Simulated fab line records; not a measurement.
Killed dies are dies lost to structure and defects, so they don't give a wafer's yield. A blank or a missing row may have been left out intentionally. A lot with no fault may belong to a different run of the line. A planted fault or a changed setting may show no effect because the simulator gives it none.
Chamber matching / flow sky130 / 4 sister chambers for SKY_FIELD_ISO_ETCH_17 on rieSi-02
The step etches Si in HBr/Cl2/O2, target depth 342 nm, time 97.7 s. 8 wafers are shown with their chamber, then 10 later ones without.

WAFERS PAIRED WITH THEIR CHAMBERS
wafer=L678.4; chamber=2; drypumpMotorCurrentA (A)=6.0; oesProductAu (a.u.)=1.012
wafer=L678.5; chamber=3; drypumpMotorCurrentA (A)=6.7; oesProductAu (a.u.)=0.974
wafer=L680.1; chamber=0; drypumpMotorCurrentA (A)=5.3; oesProductAu (a.u.)=0.980
wafer=L680.4; chamber=2; drypumpMotorCurrentA (A)=6.1; oesProductAu (a.u.)=1.008
wafer=L681.3; chamber=3; drypumpMotorCurrentA (A)=6.7; oesProductAu (a.u.)=0.971
wafer=L681.5; chamber=1; drypumpMotorCurrentA (A)=5.1; oesProductAu (a.u.)=0.999
wafer=L685.2; chamber=0; drypumpMotorCurrentA (A)=5.3; oesProductAu (a.u.)=0.983
wafer=L685.3; chamber=1; drypumpMotorCurrentA (A)=5.1; oesProductAu (a.u.)=1.009

WAFERS WHOSE CHAMBER IS MISSING
wafer=L685.6; drypumpMotorCurrentA (A)=6.7; oesProductAu (a.u.)=1.005
wafer=L686.2; drypumpMotorCurrentA (A)=5.1; oesProductAu (a.u.)=0.989
wafer=L686.3; drypumpMotorCurrentA (A)=5.3; oesProductAu (a.u.)=0.977
wafer=L686.4; drypumpMotorCurrentA (A)=6.7; oesProductAu (a.u.)=0.989
wafer=L687.1; drypumpMotorCurrentA (A)=5.1; oesProductAu (a.u.)=0.996
wafer=L687.2; drypumpMotorCurrentA (A)=5.4; oesProductAu (a.u.)=0.982
wafer=L687.6; drypumpMotorCurrentA (A)=5.1; oesProductAu (a.u.)=0.978
wafer=L690.1; drypumpMotorCurrentA (A)=5.4; oesProductAu (a.u.)=0.983
wafer=L690.3; drypumpMotorCurrentA (A)=5.3; oesProductAu (a.u.)=0.986
wafer=L690.6; drypumpMotorCurrentA (A)=6.7; oesProductAu (a.u.)=0.986

THE CHAMBER EACH PASSED THROUGH
wafer=L685.6; from the rows above=3; in truth=3
wafer=L686.2; from the rows above=1; in truth=1
wafer=L686.3; from the rows above=0; in truth=0
wafer=L686.4; from the rows above=3; in truth=3
wafer=L687.1; from the rows above=1; in truth=1
wafer=L687.2; from the rows above=0; in truth=0
wafer=L687.6; from the rows above=can't be placed: 0 or 1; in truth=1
wafer=L690.1; from the rows above=0; in truth=0
wafer=L690.3; from the rows above=0; in truth=0
wafer=L690.6; from the rows above=3; in truth=3
Correctly placed: 9 of 10. Can't be placed from these rows: 1 (the true chamber is among the candidates in 1). Number placed wrongly: 0.
How it was worked out, from the rows above alone: a wafer's distance from a chamber is the root of the sum, over the readings, of the square of ((its reading less the chamber's mean) divided by the reading's scatter). If the next closest chamber is less than 2 further off than the closest, the wafer can't be placed; otherwise it belongs to the closest. The mean given for a chamber averages the wafers shown for that chamber. The scatter: take each reading less its chamber's mean, square it, sum over the shown wafers, divide by the number of wafers less the number of chambers, and take the root.
